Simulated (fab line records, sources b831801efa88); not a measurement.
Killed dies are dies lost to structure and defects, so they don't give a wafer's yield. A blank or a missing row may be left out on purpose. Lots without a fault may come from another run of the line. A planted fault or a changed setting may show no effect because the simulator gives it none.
Which tool did it? | flow gf180mcu | 14 lots, 42 wafers sampled, at 3 steps of a route of 602

WHAT THE GAUGES READ, wafer by wafer
GF_V5_THK_MEAS_03. Usual: V5_CVD_02_THK 1450 nm, standard deviation 19.
lot  | measured     | on            | V5_CVD_02_THK (nm) | flag
L926 | day 26 13:02 | film_metro-02 | 1418 1422 1463     |
L927 | day 26 21:48 | film_metro-02 | 1433 1465 1486     |
L931 | day 27 20:53 | film_metro-01 | 1433 1420 1452     |
L930 | day 27 21:36 | film_metro-02 | 1442 1441 1493     |
L934 | day 28 23:53 | film_metro-02 | 1445 1449 1475     |
L935 | day 29 03:52 | film_metro-01 | 1419 1465 1437     |
L937 | day 29 19:28 | film_metro-02 | 1444 1457 1478     |
L941 | day 30 17:05 | film_metro-01 | 1454 1450 1481     |
L942 | day 31 04:01 | film_metro-04 | 1442 1446 1450     |
L943 | day 31 08:35 | film_metro-04 | 1436 1457 1483     |
L945 | day 31 21:48 | film_metro-01 | 1473 1458 1459     |
L946 | day 32 03:24 | film_metro-04 | 1438 1421 1456     |
L947 | day 32 06:40 | film_metro-01 | 1450 1479 1467     |
L948 | day 32 17:13 | film_metro-02 | 1419 1409 1449     |

WHICH TOOL RAN EACH LOT (tool, then ch and the chambers of the sampled wafers, then the start)
lot  | GF_MIM_SPUTTER_07            | GF_M5_STRIP_11
L926 | pvd_sputter-03, day 24 16:37 | plasma_asher-04 ch 0,1, day 26 11:51
L927 | pvd_sputter-02, day 25 02:17 | plasma_asher-04 ch 0,1, day 26 20:42
L931 | pvd_sputter-02, day 26 03:24 | plasma_asher-02 ch 0,1, day 27 20:09
L930 | pvd_sputter-04, day 26 03:25 | plasma_asher-03 ch 1, day 27 20:51
L934 | pvd_sputter-02, day 27 07:32 | plasma_asher-03 ch 0,1, day 28 23:08
L935 | pvd_sputter-02, day 27 10:45 | plasma_asher-02 ch 0,1, day 29 03:06
L937 | pvd_sputter-03, day 28 02:29 | plasma_asher-04 ch 0,1, day 29 18:17
L941 | pvd_sputter-03, day 29 02:41 | plasma_asher-02 ch 0,1, day 30 16:20
L942 | pvd_sputter-02, day 29 14:29 | plasma_asher-04 ch 1, day 31 03:12
L943 | pvd_sputter-02, day 29 18:29 | plasma_asher-02 ch 0,1, day 31 07:50
L945 | pvd_sputter-03, day 30 09:14 | plasma_asher-02 ch 0,1, day 31 21:04
L946 | pvd_sputter-03, day 30 15:47 | plasma_asher-02 ch 0,1, day 32 02:39
L947 | pvd_sputter-02, day 30 19:13 | plasma_asher-02 ch 0,1, day 32 05:56
L948 | pvd_sputter-04, day 31 06:25 | plasma_asher-04 ch 0,1, day 32 16:27
- GF_MIM_SPUTTER_07: material TiN, target thk 60 nm, time 50 s.
- GF_M5_STRIP_11: strips in O2/N2.

WHAT THE TOOLS THEMSELVES READ (means of the sampled wafers that have a number; where no wafer has one, the mark that the record gives instead)
GF_MIM_SPUTTER_07. Usual: throttle_valve_pct 30.0 %, standard deviation 1.1.
lot  | tool           | throttle_valve_pct (%) | flag
L926 | pvd_sputter-03 | 30.4                   |
L927 | pvd_sputter-02 | 30.2                   |
L931 | pvd_sputter-02 | 30.7                   |
L930 | pvd_sputter-04 | 30.1                   |
L934 | pvd_sputter-02 | 30.6                   |
L935 | pvd_sputter-02 | 30.5                   |
L937 | pvd_sputter-03 | 29.0                   |
L941 | pvd_sputter-03 | 29.2                   |
L942 | pvd_sputter-02 | 30.6                   |
L943 | pvd_sputter-02 | 30.3                   |
L945 | pvd_sputter-03 | 29.9                   |
L946 | pvd_sputter-03 | 29.6                   |
L947 | pvd_sputter-02 | 30.6                   |
L948 | pvd_sputter-04 | 30.1                   |

GF_M5_STRIP_11. Usual: chamber_pressure_mTorr 1499.8 mTorr, standard deviation 1.4; drypump_motor_current_A 5.6 A, standard deviation 0.43; heater_power_w 310 W, standard deviation 34; oes_product_au 0.523 a.u., standard deviation 0.0051; strip_time_to_endpoint_s 7.04 s, standard deviation 0.056.
lot  | tool            | chamber_pressure_mTorr (mTorr) | drypump_motor_current_A (A) | heater_power_w (W) | oes_product_au (a.u.) | strip_time_to_endpoint_s (s) | flag
L926 | plasma_asher-04 | 1499.3                         | 6.0                         | 306                | 0.524                 | 6.99                         |
L927 | plasma_asher-04 | 1498.9                         | 6.0                         | 310                | 0.524                 | 6.97                         |
L931 | plasma_asher-02 | 1498.7                         | 5.7                         | 290                | 0.524                 | 7.01                         |
L930 | plasma_asher-03 | 1500.2                         | 5.3                         | 332                | 0.520                 | 7.09                         |
L934 | plasma_asher-03 | 1499.5                         | 4.9                         | 294                | 0.525                 | 7.06                         |
L935 | plasma_asher-02 | 1498.7                         | 5.7                         | 294                | 0.521                 | 7.06                         |
L937 | plasma_asher-04 | 1499.5                         | 6.0                         | 309                | 0.520                 | 6.95                         |
L941 | plasma_asher-02 | 1500.9                         | 5.7                         | 295                | 0.526                 | 7.05                         |
L942 | plasma_asher-04 | 1499.6                         | 6.3                         | 280                | 0.521                 | 7.03                         |
L943 | plasma_asher-02 | 1501.1                         | 5.7                         | 308                | 0.523                 | 7.04                         |
L945 | plasma_asher-02 | 1500.5                         | 5.7                         | 306                | 0.517                 | 6.95                         |
L946 | plasma_asher-02 | 1500.5                         | 5.7                         | 292                | 0.522                 | 7.06                         |
L947 | plasma_asher-02 | 1500.5                         | 5.7                         | 308                | 0.524                 | 7.08                         |
L948 | plasma_asher-04 | 1499.8                         | 6.0                         | 322                | 0.524                 | 7.10                         |

THE ANSWER, worked out from the rows above alone
Rule: a lot is off if the mean of its wafers that have a number lies more than 3 standard deviations from the usual mean. A lot without any number at a reading at which 4 lots or more have one is off too. The other lots that the step has rows for count as sound. The gauges are gone through in route order, then the tools' own readings, and for those a lot's mean is taken as printed above. The first step at which some lot is off is used, and at that step the reading that is off furthest; a lot without a number counts as furthest.
No lot is off at any reading shown: from this, nothing can be told.

WHAT THE SIMULATOR HAD PUT IN
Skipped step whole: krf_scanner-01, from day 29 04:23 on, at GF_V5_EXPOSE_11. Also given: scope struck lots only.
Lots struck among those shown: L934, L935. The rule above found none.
